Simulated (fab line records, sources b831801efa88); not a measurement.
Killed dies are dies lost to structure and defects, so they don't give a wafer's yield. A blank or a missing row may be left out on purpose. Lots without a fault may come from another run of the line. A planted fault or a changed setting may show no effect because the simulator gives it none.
Chamber matching | flow sfq_line | SFQ_TRILAYER_I7_VIA_ETCH_VIA_ETCH_190 on rie_diel-01: 4 sister chambers
The step etches SiO2 in CHF3, stops on Nb, target depth 260 nm. 4 wafers are shown with their chamber, then 6 later ones without.

WAFERS WITH THEIR CHAMBER
wafer  | chamber | drypump_motor_current_A (A)
L879.4 | 2       | 6.2
L881.4 | 0       | 5.4
L895.4 | 1       | 5.8
L895.5 | 3       | 5.9

WAFERS WITHOUT THEIR CHAMBER
wafer  | drypump_motor_current_A (A)
L897.1 | 5.9
L897.5 | 6.3
L897.6 | 5.8
L900.1 | 5.9
L900.3 | 5.8
L900.5 | 6.2

WHICH CHAMBER EACH WENT THROUGH
wafer  | from the rows above | in truth
L897.1 | 3                   | 3
L897.5 | 2                   | 2
L897.6 | 1                   | 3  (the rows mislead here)
L900.1 | 3                   | 3
L900.3 | 1                   | 1
L900.5 | 2                   | 2
Placed correctly: 5 of 6. Can't be placed from these rows: 0. Placed wrongly: 1.
How it was worked out, from the rows above alone: a wafer's distance from a chamber is the root of the sum, over the readings, of the square of ((its reading less the chamber's mean) divided by the reading's scatter). The wafer belongs to the nearest chamber; if the next one is less than 2 further off, it can't be placed. A chamber's mean is the mean of its shown wafers. The scatter: with one shown wafer a chamber, the root of the mean of the squares of how far each hidden wafer lies from its nearest shown one.
